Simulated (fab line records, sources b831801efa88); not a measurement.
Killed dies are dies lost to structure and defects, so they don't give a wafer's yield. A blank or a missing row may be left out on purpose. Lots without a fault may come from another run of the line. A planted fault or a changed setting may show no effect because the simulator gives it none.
Which tool did it? | flow sky130 | 14 lots, 42 wafers sampled, at 4 steps of a route of 708

WHAT THE GAUGES READ, wafer by wafer
SKY_VIA1_RS_MEAS_22: measures by four-point-probe.
lot  | measured     | on            | VIA1_W_RS (ohm/sq)
L488 | day 33 10:10 | film_metro-03 | 0.435 0.430 0.434
L489 | day 33 23:40 | film_metro-03 | 0.424 0.428 0.425
L490 | day 33 20:42 | film_metro-03 | 0.429 0.425 0.424
L491 | day 34 17:05 | film_metro-03 | 0.430 0.439 0.429
L492 | day 35 03:16 | film_metro-04 | 0.428 0.436 0.432
L493 | day 35 13:40 | film_metro-03 | 0.425 0.422 0.426
L498 | day 36 22:50 | film_metro-03 | 0.428 0.423 0.424
L500 | day 37 15:47 | film_metro-01 | 0.426 0.422 0.424
L504 | day 39 16:14 | film_metro-04 | 0.430 0.431 0.438
L505 | day 39 19:29 | film_metro-04 | 0.436 0.428 0.431
L506 | day 40 03:11 | film_metro-04 | 0.434 0.438 0.434
L507 | day 40 07:38 | film_metro-03 | 0.433 0.432 0.431
L508 | day 40 22:21 | film_metro-03 | 0.425 0.423 0.422
L509 | day 40 22:04 | film_metro-04 | 0.441 0.435 0.434

WHICH TOOL RAN EACH LOT (tool, then ch and the chambers of the sampled wafers, then the start)
lot  | SKY_FIELD_ISO_WET_ETCH_28      | SKY_VIA1_CMP_02               | SKY_VIA1_CVD_21
L488 | wet_bench-01 ch 2, day 2 09:28 | cmp-02 ch 0,1,3, day 32 06:04 | cvd_w-02 ch 0,1, day 33 10:04
L489 | wet_bench-02 ch 0, day 2 15:31 | cmp-01 ch 0,2,3, day 32 19:58 | cvd_w-01 ch 0,1, day 33 23:34
L490 | wet_bench-04 ch 0, day 2 20:39 | cmp-02 ch 0,3, day 32 17:24   | cvd_w-01 ch 0,1, day 33 20:35
L491 | wet_bench-02 ch 1, day 3 01:50 | cmp-02 ch 2,3, day 33 13:17   | cvd_w-02 ch 0,1, day 34 16:59
L492 | wet_bench-01 ch 3, day 3 08:21 | cmp-01 ch 0,1, day 33 23:21   | cvd_w-02 ch 0,1, day 35 03:10
L493 | wet_bench-02 ch 3, day 3 15:11 | cmp-01 ch 2,3, day 34 09:52   | cvd_w-01 ch 1, day 35 13:34
L498 | wet_bench-04 ch 0, day 4 14:14 | cmp-02 ch 1,2,3, day 35 19:36 | cvd_w-01 ch 0, day 36 22:43
L500 | wet_bench-01 ch 2, day 5 02:27 | cmp-02 ch 0,1, day 36 11:54   | cvd_w-01 ch 0,1, day 37 15:39
L504 | wet_bench-02 ch 0, day 6 06:04 | cmp-01 ch 0,1,3, day 38 14:11 | cvd_w-01 ch 0,1, day 39 16:09
L505 | wet_bench-02 ch 0, day 6 06:04 | cmp-02 ch 1,2,3, day 38 17:26 | cvd_w-01 ch 0,1, day 39 19:22
L506 | wet_bench-01 ch 3, day 6 19:56 | cmp-02 ch 0,1,2, day 39 01:28 | cvd_w-02 ch 0,1, day 40 03:05
L507 | wet_bench-02 ch 3, day 6 20:08 | cmp-01 ch 0,1,2, day 39 06:47 | cvd_w-01 ch 0,1, day 40 07:32
L508 | wet_bench-04 ch 3, day 7 03:49 | cmp-02 ch 0,2,3, day 39 20:21 | cvd_w-01 ch 0,1, day 40 22:15
L509 | wet_bench-01 ch 1, day 7 04:07 | cmp-01 ch 0,1,2, day 39 20:07 | cvd_w-02 ch 0,1, day 40 21:58
- SKY_FIELD_ISO_WET_ETCH_28: etches SiO2 in dHF, target depth 23.7 nm, time 47 s.
- SKY_VIA1_CMP_02: polishes SiO2.
- SKY_VIA1_CVD_21: deposits W, target thk 270 nm, time 80.902 s.

WHAT THE TOOLS THEMSELVES READ (means of the sampled wafers that have a number; where no wafer has one, the mark that the record gives instead)
SKY_FIELD_ISO_WET_ETCH_28.
lot  | tool         | run_length_s (s)
L488 | wet_bench-01 | 74.6
L489 | wet_bench-02 | 74.7
L490 | wet_bench-04 | 71.5
L491 | wet_bench-02 | 73.8
L492 | wet_bench-01 | 72.6
L493 | wet_bench-02 | 72.7
L498 | wet_bench-04 | 71.3
L500 | wet_bench-01 | 74.2
L504 | wet_bench-02 | 44.8
L505 | wet_bench-02 | 44.9
L506 | wet_bench-01 | 72.8
L507 | wet_bench-02 | 74.0
L508 | wet_bench-04 | 73.1
L509 | wet_bench-01 | 79.3

SKY_VIA1_CMP_02.
lot  | tool   | motor_current_A (A) | slurry_filter_dp_kPa (kPa)
L488 | cmp-02 | 11.4                | 13.51
L489 | cmp-01 | 12.5                | 13.49
L490 | cmp-02 | 11.4                | 13.46
L491 | cmp-02 | 12.3                | 13.37
L492 | cmp-01 | 11.4                | 13.53
L493 | cmp-01 | 12.6                | 13.61
L498 | cmp-02 | 11.8                | 13.53
L500 | cmp-02 | 11.5                | 13.46
L504 | cmp-01 | 11.7                | 13.56
L505 | cmp-02 | 11.4                | 13.43
L506 | cmp-02 | 11.8                | 13.51
L507 | cmp-01 | 12.1                | 13.38
L508 | cmp-02 | 12.3                | 13.38
L509 | cmp-01 | 12.1                | 13.51

SKY_VIA1_CVD_21.
lot  | tool     | heater_power_outer_w (W) | heater_power_w (W)
L488 | cvd_w-02 | 531                      | 841
L489 | cvd_w-01 | 585                      | 965
L490 | cvd_w-01 | 597                      | 974
L491 | cvd_w-02 | 495                      | 804
L492 | cvd_w-02 | 531                      | 847
L493 | cvd_w-01 | 554                      | 950
L498 | cvd_w-01 | 630                      | 1008
L500 | cvd_w-01 | 604                      | 979
L504 | cvd_w-01 | 552                      | 898
L505 | cvd_w-01 | 547                      | 888
L506 | cvd_w-02 | 532                      | 842
L507 | cvd_w-01 | 545                      | 906
L508 | cvd_w-01 | 562                      | 903
L509 | cvd_w-02 | 503                      | 804

THE ANSWER, worked out from the rows above alone
Rule: what is usual is taken from the lots themselves. Put in order of their means at a reading, lots are off if they are a third of the lots or fewer, leave a main group of 4 or more, and stand apart from it by a gap of 3 or more times the standard deviation of the main group's means; of several such gaps the widest counts. A main group whose means are all the same, to the digits that the tables above print for the reading, isn't used. A lot without any number at a reading at which 4 lots or more have one is off too. The other lots that the step has rows for count as sound. The gauges are gone through in route order, then the tools' own readings, and for those a lot's mean is taken as printed above. The first step at which some lot is off is used, and at that step the reading that is off furthest; a lot without a number counts as furthest.
Off: L504, L505, at SKY_FIELD_ISO_WET_ETCH_28 (run_length_s). The main group: mean 73.7 s, standard deviation 2.
A tool fits if, at that step or a process step before it, it ran every lot that is off, and no sound lot after the first of them. None of those tried fits.

WHAT THE SIMULATOR HAD PUT IN
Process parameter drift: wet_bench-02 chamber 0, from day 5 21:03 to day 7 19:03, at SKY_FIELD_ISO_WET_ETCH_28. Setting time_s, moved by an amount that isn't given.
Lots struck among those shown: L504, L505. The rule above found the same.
